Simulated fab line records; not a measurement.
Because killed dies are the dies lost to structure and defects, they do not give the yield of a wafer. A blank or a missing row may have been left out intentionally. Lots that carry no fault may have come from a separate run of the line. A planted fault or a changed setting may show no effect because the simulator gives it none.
fab line records | flow sky130
record: lots: 12 wafers: 36 last-day: 50
route steps=708 shown DNWELL@43 VIA4@650 PAD_OPEN@702
lots that met no fault: from a run of the same line without faults
start-h: start of the lot's first displayed wafer, in hours after the record's first day | wait-h: hours from the lot's prior step to this one | " repeats the value in the row above | L1.1+2: several wafers, shown together as one row | - no value, or no start was given | * or withheld: withheld | < > ~ a bound
route shown NAME@n: a module of which the file shows steps, and the number in the route of the first | usual: average and standard deviation across the fault-free wafers | same: alike in all rows | chamber/n: place in a boat | sites: each site's reading | _std_site: their standard deviation | _edge_site: the outer-site mean with the inner-site mean subtracted | radius-mm: how far each site lies from the wafer's centre | mask NAME#n: copy n | behind: the last tool/chamber to shape the wafer | hold: why the lot went on hold/how many hours it stayed there/how the hold came to an end | device: the transistor (n, p or np) that didn't switch | end of line: tests of these same wafers at the route's end | step lacking rows: just its recipe | killed: the dies lost at the first sort to structure and to defects; this is not the yield of the wafer | map: per-die view of a wafer (x killed, . not killed, _ where there is no die)
set.NAME: setting as actually run; set.NAME@STEP: the setting as run at that earlier step | model.NAME: the simulator's own value behind a step, which no gauge read
one table for each step of the route and one row for each wafer, over a sample of lots
services: a tool's chamber out of use, with start hour (start-h, from the record's first day; less than 0 if before it), hours out, and reason
== steps ==
step: SKY_DNWELL_STRIP_08
recipe: chemistry: O2/N2 power-w: 1400 pressure-mtorr: 1500 platen-temp-c: withheld o2-flow-sccm: 3000 n2-flow-sccm: 300 overash-fraction: 0.5
usual: chamber-pressure-mTorr: 1500.1/1.3 drypump-motor-current-A: 5.6/0.56 oes-product-au: 0.722/0.0048 strip-time-to-endpoint-s: 36.93/0.095
same: overash-fraction: 0.5
columns lot.wafer tool chamber start-h wait-h chamber-pressure-mTorr drypump-motor-current-A oes-product-au rf-hours-counter-h strip-time-to-endpoint-s
L513.2 plasma-asher-01 1 54.42 0.1 1499.4 6.1 0.718 37 36.84
L513.3 " 1 " " 1499.6 6.1 0.715 - 36.81
L513.4 " 0 " " 1503.2 4.9 0.725 - 36.85
L514.4 plasma-asher-02 0 57.70 0.1 1499.4 5.3 0.709 - 36.93
L514.5 " 0 " " 1500.3 5.3 0.722 - 36.93
L514.6 " 1 " " 1500.9 5.7 0.734 - 36.90
L515.1 plasma-asher-04 1 64.13 0.1 1501.3 6.3 0.722 25 36.89
L515.2 " 0 " " 1501.7 5.0 0.712 25 36.88
L515.6 " 1 " " 1501.3 6.3 0.720 - 36.81
L516.1 plasma-asher-01 1 71.82 0.1 1499.3 6.1 0.729 38 36.71
L516.4 " 0 " " 1499.7 5.0 0.721 - 36.79
L516.6 " 0 " " 1498.6 5.0 0.725 - 36.69
L518.1 plasma-asher-02 1 79.78 0.1 1499.8 5.7 0.713 40 36.98
L518.4 " 0 " " 1501.8 5.3 0.729 - 36.95
L518.6 " 1 " " 1501.3 5.7 0.722 - 36.97
L519.1 plasma-asher-04 0 86.21 0.1 1500.6 5.0 0.729 27 37.00
L519.2 " 1 " " 1497.9 6.4 0.726 27 36.96
L519.6 " 1 " " 1499.7 6.4 0.727 - 36.95
L520.1 plasma-asher-04 0 93.22 0.1 1497.5 5.0 0.729 28 37.04
L520.2 " 1 " " 1499.5 6.3 0.716 28 36.96
L520.4 " 1 " " 1500.8 6.3 0.710 - 37.05
L521.2 plasma-asher-01 1 96.27 0.1 1501.8 6.1 0.723 42 36.94
L521.3 " 0 " " 1501.2 5.0 0.721 - 36.99
L521.6 " 0 " " 1501.4 5.0 0.714 - 36.91
L522.1 plasma-asher-04 1 99.98 0.1 1500.5 6.3 0.723 29 36.81
L522.3 " 1 " " 1501.5 6.4 0.726 - 36.78
L522.5 " 0 " " 1500.0 5.0 0.718 - 36.88
L531.4 plasma-asher-01 1 150.24 0.1 1502.4 6.1 0.725 - 36.78
L531.5 " 1 " " 1497.6 6.1 0.728 - 36.79
L531.6 " 0 " " 1498.5 4.9 0.718 - 36.76
L535.2 plasma-asher-04 0 172.56 0.1 1501.5 5.0 0.720 37 37.11
L535.3 " 1 " " 1500.0 6.3 0.718 - 37.10
L535.4 " 0 " " 1498.8 5.0 0.718 - 36.95
L536.1 plasma-asher-04 1 174.21 0.1 1500.4 6.4 0.728 37 37.11
L536.2 " 0 " " 1501.5 5.0 0.719 37 37.03
L536.6 " 0 " " 1498.7 5.0 0.720 - 37.01
step: SKY_VIA4_OVL_MEAS_11
usual: VIA4_OVL: -0.4/1.3
columns lot.wafer tool chamber start-h wait-h VIA4_OVL[nm]
L513.2 overlay-02 - 1011.46 0.1 -1.8
L513.3 " - " " -1.7
L513.4 " - " " -2.4
L514.4 overlay-01 - 1018.03 0.1 0.1
L514.5 " - " " -0.2
L514.6 " - " " -0.4
L515.1 overlay-01 - 1026.60 0.1 0.7
L515.2 " - " " -0.9
L515.6 " - " " 1.5
L516.1 overlay-01 - 1040.86 0.1 0.4
L516.4 " - " " -1.4
L516.6 " - " " 1.0
L518.1 overlay-02 - 1051.56 0.1 1.4
L518.4 " - " " -0.3
L518.6 " - " " -0.3
L519.1 overlay-01 - 1064.46 0.1 0.0
L519.2 " - " " 1.8
L519.6 " - " " -0.5
L520.1 overlay-01 - 1071.38 0.1 0.8
L520.2 " - " " 1.6
L520.4 " - " " 0.7
L521.2 overlay-01 - 1076.21 0.1 0.1
L521.3 " - " " 1.4
L521.6 " - " " 1.6
L522.1 overlay-01 - 1080.65 0.1 1.9
L522.3 " - " " -0.8
L522.5 " - " " 0.5
L531.4 overlay-01 - 1131.47 0.1 -1.4
L531.5 " - " " -1.5
L531.6 " - " " -0.4
L535.2 overlay-01 - 1151.11 0.1 -1.1
L535.3 " - " " -1.1
L535.4 " - " " -1.3
L536.1 overlay-02 - 1153.44 0.1 -1.6
L536.2 " - " " 0.1
L536.6 " - " " -0.2
step: SKY_PAD_OPEN_STRIP_08
recipe: chemistry: O2/N2 power-w: 1400 pressure-mtorr: 1500 platen-temp-c: withheld overash-fraction: 0.7 o2-flow-sccm: 3000 n2-flow-sccm: 300
usual: chamber-pressure-mTorr: 1499.9/1.2 drypump-motor-current-A: 5.6/0.51 oes-product-au: 0.663/0.0043 strip-time-to-endpoint-s: 37.04/0.12
same: overash-fraction: 0.7
columns lot.wafer tool chamber start-h wait-h chamber-pressure-mTorr drypump-motor-current-A oes-product-au rf-hours-counter-h strip-time-to-endpoint-s
L513.2 plasma-asher-01 0 1079.96 0.1 1500.7 5.0 0.656 67 36.96
L513.3 " 0 " " 1500.7 5.0 0.666 - 36.91
L513.4 " 1 " " 1498.3 6.1 0.663 - 36.90
L514.4 plasma-asher-01 1 1085.59 0.1 1498.8 6.1 0.664 - 37.01
L514.5 " 0 " " 1501.1 5.0 0.665 - 36.95
L514.6 " 1 " " 1502.0 6.1 0.661 - 37.10
L515.1 plasma-asher-01 1 1094.86 0.1 1501.3 6.1 0.663 68 36.84
L515.2 " 0 " " 1500.2 5.0 0.666 68 36.76
L515.6 " 0 " " 1500.4 5.0 0.665 - 36.84
L516.1 plasma-asher-02 0 1107.61 0.1 1497.7 5.3 0.665 96 36.86
L516.4 " 1 " " 1498.4 5.7 0.661 - 36.82
L516.6 " 0 " " 1499.9 5.3 0.665 - 36.85
L518.1 plasma-asher-04 0 1116.11 0.1 1499.2 5.1 0.657 5 37.31
L518.4 " 1 " " 1500.8 6.3 0.663 - 37.25
L518.6 " 0 " " 1500.0 5.0 0.666 - 37.24
L519.1 plasma-asher-02 0 1128.66 0.1 1501.0 5.3 0.663 98 37.07
L519.2 " 1 " " 1497.5 5.7 0.662 98 37.03
L519.6 " 1 " " 1499.4 5.7 0.658 - 36.98
L520.1 plasma-asher-01 1 1135.76 0.1 1500.1 6.1 0.664 72 37.06
L520.2 " 0 " " 1502.2 5.0 0.663 72 37.06
L520.4 " 1 " " 1499.5 6.1 0.658 - 36.99
L521.2 plasma-asher-01 0 1139.86 0.1 1499.0 5.0 0.660 73 37.09
L521.3 " 1 " " 1500.1 6.1 0.660 - 37.07
L521.6 " 1 " " 1498.7 6.1 0.660 - 37.07
L522.1 plasma-asher-01 0 1144.11 0.1 1499.3 4.9 0.662 73 37.14
L522.3 " 0 " " 1499.2 4.9 0.671 - 37.05
L522.5 " 0 " " 1500.6 4.9 0.663 - 37.14
L531.4 plasma-asher-04 0 1186.24 0.1 1498.0 5.1 0.670 - 37.03
L531.5 " 0 " " 1497.8 5.0 0.656 - 37.02
L531.6 " 1 " " 1501.1 6.4 0.658 - 37.16
L535.2 plasma-asher-02 0 1201.37 0.1 1500.7 5.3 0.664 104 37.17
L535.3 " 1 " " 1499.7 5.7 0.665 - 37.23
L535.4 " 0 " " 1497.8 5.3 0.664 - 37.23
L536.1 plasma-asher-02 0 1203.82 0.1 1501.5 5.3 0.666 105 37.08
L536.2 " 1 " " 1499.7 5.7 0.656 105 37.10
L536.6 " 0 " " 1501.3 5.3 0.655 - 37.14
step: SKY_PAD_OPEN_BOW_MEAS_13
recipe: mode: bow
usual: PAD_OPEN_BOW: 48/8.5
columns lot.wafer tool chamber start-h wait-h PAD_OPEN_BOW[um]
L513.2 film-metro-04 - 1082.51 - 43
L513.3 " - " " 49
L513.4 " - " " 57
L514.4 film-metro-03 - 1088.05 - 48
L514.5 " - " " 42
L514.6 " - " " 46
L515.1 film-metro-04 - 1096.95 - 44
L515.2 " - " " 53
L515.6 " - " " 48
L516.1 film-metro-04 - 1109.74 - 45
L516.4 " - " " 52
L516.6 " - " " 52
L518.1 film-metro-03 - 1118.22 - 27
L518.4 " - " " 35
L518.6 " - " " 31
L519.1 film-metro-04 - 1130.79 - 57
L519.2 " - " " 55
L519.6 " - " " 53
L520.1 film-metro-03 - 1137.86 - 57
L520.2 " - " " 42
L520.4 " - " " 65
L521.2 film-metro-04 - 1142.32 - 42
L521.3 " - " " 37
L521.6 " - " " 36
L522.1 film-metro-04 - 1146.22 - 41
L522.3 " - " " 43
L522.5 " - " " 53
L531.4 film-metro-02 - 1188.36 - 57
L531.5 " - " " 58
L531.6 " - " " 42
L535.2 film-metro-03 - 1203.58 - 42
L535.3 " - " " 43
L535.4 " - " " 52
L536.1 film-metro-03 - 1205.91 - 49
L536.2 " - " " 49
L536.6 " - " " 42
step: SKY_PAD_OPEN_PROBE_99
usual: killed_at_M0_to_M3: 43/7.1 killed_at_M4_up: 3.2/1.9 killed-at-contacts: 23/5.1 killed-at-front-end: 15/4.5 killed-at-other: 0.4/0.65 killed-dies: 85/9.4 killed-open: 47/6.8 killed-short: 38/6.1
same: gross-dies: 492 killed-at-back-side: 0
columns lot.wafer tool chamber start-h wait-h killed_at_M0_to_M3 killed_at_M4_up killed-at-contacts killed-at-front-end killed-at-other killed-dies killed-open killed-short
L516.1 prober-01 - 1109.86 0.1 42 1 23 14 0 80 46 34
L516.4 prober-01 - 1110.01 0.2 45 5 28 14 0 92 57 35
L516.6 prober-01 - 1110.11 0.2 40 4 23 17 0 84 51 33
L519.1 prober-02 - 1130.91 0.1 50 2 29 18 1 100 55 45
L519.2 prober-02 - 1130.96 0.1 50 4 31 11 0 96 51 45
L519.6 prober-02 - 1131.16 0.2 50 2 23 18 0 93 47 46
L520.1 prober-01 - 1137.98 0.1 51 1 32 15 1 100 64 36
L520.2 prober-01 - 1138.03 0.1 46 3 20 17 0 86 48 38
L520.4 prober-01 - 1138.13 0.2 46 4 32 24 0 106 56 50
L522.1 prober-01 - 1146.34 0.1 54 2 19 19 1 95 48 47
L522.3 prober-01 - 1146.44 0.2 60 2 17 16 0 95 58 37
L522.5 prober-01 - 1146.54 0.2 40 3 21 67 1 132 37 41
L531.4 prober-02 - 1188.57 0.2 46 3 21 15 1 86 56 30
L531.5 prober-02 - 1188.62 0.2 47 7 16 15 0 85 50 35
L531.6 prober-02 - 1188.67 0.2 38 5 27 17 0 87 49 38
L536.1 prober-02 - 1206.03 0.1 34 3 21 16 0 74 42 32
L536.2 prober-02 - 1206.08 0.1 38 2 28 8 0 76 45 31
L536.6 prober-02 - 1206.28 0.2 49 3 21 15 2 90 50 39
killed by level:class
L516.1 CONTACT:geometric-particle:open=10 VIA1:geometric-particle:open=10 VIA3:geometric-particle:open=8 CONTACT:geometric-particle:short=6 VIA1:geometric-particle:short=6 FIELD_ISO:geometric-particle:open=4 POLY_GATE:geometric-particle:open=4 VIA2:geometric-particle:open=4
L516.4 CONTACT:geometric-particle:open=13 VIA1:geometric-particle:open=8 VIA2:geometric-particle:open=8 VIA3:geometric-particle:open=7 LI_CONTACT:geometric-particle:open=6 VIA2:geometric-particle:short=6 LOCAL_INTERCONNECT:geometric-particle:short=4 POLY_GATE:geometric-particle:open=3
L516.6 VIA3:geometric-particle:open=11 CONTACT:geometric-particle:open=9 VIA2:geometric-particle:open=7 LI_CONTACT:geometric-particle:open=6 POLY_GATE:geometric-particle:open=5 POLY_GATE:geometric-particle:short=5 METAL1:geometric-particle:short=5 VIA1:geometric-particle:open=5
L519.1 VIA1:geometric-particle:open=15 VIA3:geometric-particle:open=8 CONTACT:geometric-particle:short=7 LI_CONTACT:geometric-particle:open=7 CONTACT:geometric-particle:open=7 VIA2:geometric-particle:open=7 FIELD_ISO:geometric-particle:short=6 VIA1:geometric-particle:short=6
L519.2 CONTACT:geometric-particle:open=9 CONTACT:geometric-particle:short=9 VIA3:geometric-particle:open=9 LI_CONTACT:geometric-particle:open=8 VIA1:geometric-particle:open=8 VIA1:geometric-particle:short=7 VIA2:geometric-particle:open=7 METAL2:geometric-particle:short=6
L519.6 VIA2:geometric-particle:open=12 CONTACT:geometric-particle:open=9 VIA1:geometric-particle:short=8 VIA3:geometric-particle:open=7 POLY_GATE:geometric-particle:open=6 METAL1:geometric-particle:short=6 POLY_GATE:geometric-particle:short=5 LOCAL_INTERCONNECT:geometric-particle:short=5
L520.1 LI_CONTACT:geometric-particle:open=12 VIA2:geometric-particle:open=10 CONTACT:geometric-particle:open=10 VIA1:geometric-particle:open=9 VIA3:geometric-particle:open=8 METAL1:geometric-particle:short=5 FIELD_ISO:geometric-particle:short=4 FIELD_ISO:geometric-particle:open=4
L520.2 VIA1:geometric-particle:open=10 LI_CONTACT:geometric-particle:open=8 CONTACT:geometric-particle:open=6 VIA2:geometric-particle:short=5 VIA3:geometric-particle:open=5 FIELD_ISO:geometric-particle:short=4 METAL1:geometric-particle:short=4 VIA1:geometric-particle:short=4
L520.4 CONTACT:geometric-particle:open=15 VIA1:geometric-particle:open=11 VIA2:geometric-particle:open=7 CONTACT:geometric-particle:short=7 METAL1:geometric-particle:short=7 POLY_GATE:geometric-particle:short=5 POLY_GATE:geometric-particle:open=5 METAL2:geometric-particle:short=5
L522.1 VIA1:geometric-particle:open=12 METAL1:geometric-particle:short=11 FIELD_ISO:geometric-particle:short=9 VIA3:geometric-particle:open=9 LI_CONTACT:geometric-particle:open=7 VIA1:geometric-particle:short=7 VIA2:geometric-particle:open=6 FIELD_ISO:geometric-particle:open=4
L522.3 VIA1:geometric-particle:open=18 VIA3:geometric-particle:open=10 LI_CONTACT:geometric-particle:open=8 VIA2:geometric-particle:open=7 FIELD_ISO:geometric-particle:short=6 VIA1:geometric-particle:short=6 METAL2:geometric-particle:short=6 CONTACT:geometric-particle:open=5
L522.5 DNWELL:unspecified=54 CONTACT:geometric-particle:open=8 VIA1:geometric-particle:open=8 VIA2:geometric-particle:open=7 POLY_GATE:geometric-particle:short=5 METAL1:geometric-particle:short=5 METAL2:geometric-particle:short=5 VIA3:geometric-particle:open=5
L531.4 VIA1:geometric-particle:open=16 CONTACT:geometric-particle:open=11 VIA2:geometric-particle:open=11 CONTACT:geometric-particle:short=5 VIA3:geometric-particle:open=4 POLY_GATE:geometric-particle:open=4 METAL2:geometric-particle:short=4 FIELD_ISO:geometric-particle:open=3
L531.5 VIA2:geometric-particle:open=12 FIELD_ISO:geometric-particle:open=8 VIA1:geometric-particle:open=8 CONTACT:geometric-particle:open=6 VIA1:geometric-particle:short=6 METAL4:geometric-particle:short=5 VIA3:geometric-particle:open=4 VIA3:geometric-particle:short=3
L531.6 CONTACT:geometric-particle:open=14 VIA1:geometric-particle:open=10 FIELD_ISO:geometric-particle:open=6 METAL2:geometric-particle:short=6 FIELD_ISO:geometric-particle:short=4 VIA1:geometric-particle:short=4 LI_CONTACT:geometric-particle:open=4 LOCAL_INTERCONNECT:geometric-particle:short=4
L536.1 CONTACT:geometric-particle:open=9 VIA1:geometric-particle:open=6 VIA3:geometric-particle:open=6 POLY_GATE:geometric-particle:open=5 VIA2:geometric-particle:short=5 POLY_GATE:geometric-particle:short=4 LI_CONTACT:geometric-particle:open=4 CONTACT:geometric-particle:short=4
L536.2 VIA2:geometric-particle:open=10 CONTACT:geometric-particle:open=10 VIA1:geometric-particle:open=10 LI_CONTACT:geometric-particle:short=5 CONTACT:geometric-particle:short=5 VIA1:geometric-particle:short=5 LI_CONTACT:geometric-particle:open=4 LOCAL_INTERCONNECT:geometric-particle:short=4
L536.6 VIA1:geometric-particle:open=13 FIELD_ISO:geometric-particle:open=8 VIA3:geometric-particle:open=8 LI_CONTACT:geometric-particle:open=7 CONTACT:geometric-particle:open=6 METAL1:geometric-particle:short=6 VIA2:geometric-particle:open=6 METAL3:geometric-particle:short=5
== services ==
columns tool chamber start-h hours kind
plasma-asher-02 - 42.39 4.3 pm
plasma-asher-02 - 108.75 9.0 pm
plasma-asher-02 - 130.40 1.4 repair
plasma-asher-02 - 193.60 2.8 repair
plasma-asher-04 - 308.00 13.5 repair
plasma-asher-04 - 353.76 5.7 repair
plasma-asher-01 - 421.30 9.0 pm
plasma-asher-02 - 470.95 2.8 repair
plasma-asher-02 - 486.84 1.7 repair
plasma-asher-04 - 491.31 12.9 repair
plasma-asher-01 - 502.49 1.0 repair
plasma-asher-02 - 552.52 3.8 repair
plasma-asher-02 - 564.45 0.4 repair
plasma-asher-01 - 571.96 3.2 repair
plasma-asher-02 - 572.81 2.8 pm
plasma-asher-01 - 633.67 4.3 pm
plasma-asher-02 - 855.73 1.6 repair
plasma-asher-02 - 867.66 14.6 pm
plasma-asher-02 - 911.57 11.8 repair
plasma-asher-04 - 974.62 22.6 repair
plasma-asher-04 - 997.25 2.8 pm
plasma-asher-02 - 1001.48 18.3 repair
plasma-asher-04 - 1055.25 9.0 pm
plasma-asher-01 - 1143.21 0.6 repair
== key ==
first-sign: step: SKY_PAD_OPEN_PROBE_99 reading: killed-at-front-end direction: up sigmas: 11 usual: 15 struck: 67
effect: step: SKY_PAD_OPEN_PROBE_99 reading: killed-dies direction: up sigmas: 5 usual: 85 struck: 132
met-at SKY_DNWELL_STRIP_08
struck-lots L522
struck-wafers L522.5
tester-left-out L522
not-acting-at SKY_VIA4_OVL_MEAS_11,SKY_PAD_OPEN_STRIP_08,SKY_PAD_OPEN_BOW_MEAS_13
onset-between 93.22 99.98
fault: kind: chamber-particle-source tool: plasma-asher-04 chamber: 0 onset-h: 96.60 steps: SKY_DNWELL_STRIP_08 rate-per-visit-cm2: 0.58768 end-h: 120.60
tester-left-out: of these lots the tester's yield and bins aren't shown, on N5 and GAA mostly nor the transistor test; their killed dies are dies lost to structure and defects alone, not to doping, threshold or leakage, so they don't give the yield
